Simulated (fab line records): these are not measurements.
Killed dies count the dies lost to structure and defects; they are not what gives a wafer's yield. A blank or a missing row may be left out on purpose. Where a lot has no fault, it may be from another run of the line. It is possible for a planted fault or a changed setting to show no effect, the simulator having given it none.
One fault through the eyes of 2 desks -- flow gf180mcu -- each desk has only its own numbers; what lay behind them comes last

== THE METROLOGY DESK ==
Means of the sampled wafers that have a number, per lot and without regard to the tool the lot ran on: this is what the gauges read. Any lot whose mean is over 4 standard deviations away from the usual mean is out of limits and marked OUT; that distance is given in the brackets.
Columns: A = SAB_CVD_00_THK at GF_SAB_THK_MEAS_01, usual 50.0 nm; B = V3_W_THK at GF_V3_THK_MEAS_25, usual 352 nm
lot,first seen here,A,B
L722,day 14 17:49,50.7,356
L727,day 16 08:56,50.4,354
L731,day 17 10:59,50.0,351
L734,day 18 17:10,51.0,356
L738,day 20 07:23,49.9,349
L739,day 20 20:48,50.8,346
L740,day 20 21:35,49.6,348
L741,day 21 06:02,49.7,350
L742,day 21 15:01,50.4,358
L744,day 21 23:38,50.3,357
L745,day 22 10:10,49.9,348
This desk found nothing out of limits on any of the 11 lots.

== DESK OF THE TOOL OWNER: rie_metal-03 ==
The tool's own readings at GF_M1_METAL_ETCH_16 (etches the open film in Cl2/BCl3, stops on SiO2, target depth 627.5 nm, time 104.6 s): means of the sampled wafers that have a number, for each lot that ran on this tool. Any lot whose mean is over 4 standard deviations away from the usual mean is out of limits and marked OUT; that distance is given in the brackets.
Columns: A = bcl3_flow_sccm at GF_M1_METAL_ETCH_16, usual 40.00 sccm; B = drypump_motor_current_A at GF_M1_METAL_ETCH_16, usual 5.83 A; C = oes_product_au at GF_M1_METAL_ETCH_16, usual 0.971 a.u.; D = rf_fwd_power_W at GF_M1_METAL_ETCH_16, usual 794.4 W; E = throttle_valve_pct at GF_M1_METAL_ETCH_16, usual 28.249 %
lot,first seen here,A,B,C,D,E
L727,day 19 10:52,39.92,5.78,0.968,796.5,28.255
L731,day 20 15:23,39.99,5.87,0.963,922.4 (+46) OUT,28.253
L734,day 21 20:37,39.99,5.80,0.969,922.9 (+46) OUT,28.251
L741,day 24 05:39,40.01,5.79,0.971,794.1,28.255
L744,day 24 22:19,40.14,5.94,0.971,797.4,28.250
L745,day 25 07:49,40.09,5.85,0.971,793.6,28.247
This desk's finding: out of limits on L731, L734; first on L731, day 20 15:23 (rf_fwd_power_W at GF_M1_METAL_ETCH_16). L727, L741, L744, L745: within limits.

== ALL TOGETHER ==
An alarm could have come from the tool owner's desk at day 20 15:23, on L731, L734.
Metrology desk: nothing out of limits seen.
The metrology desk has L731, L734 on record, within its limits.
GF_M1_METAL_ETCH_16 was run on rie_metal-03 by each of the lots named.

== WHAT HAD BEEN PUT IN BY THE SIMULATOR ==
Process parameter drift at GF_M1_METAL_ETCH_16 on rie_metal-03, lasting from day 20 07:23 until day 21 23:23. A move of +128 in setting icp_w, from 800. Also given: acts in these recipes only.
Lots struck among those shown: L731, L734.
Time in hours from fault onset to the first out-of-limits reading at each desk: the tool owner's desk, 8.
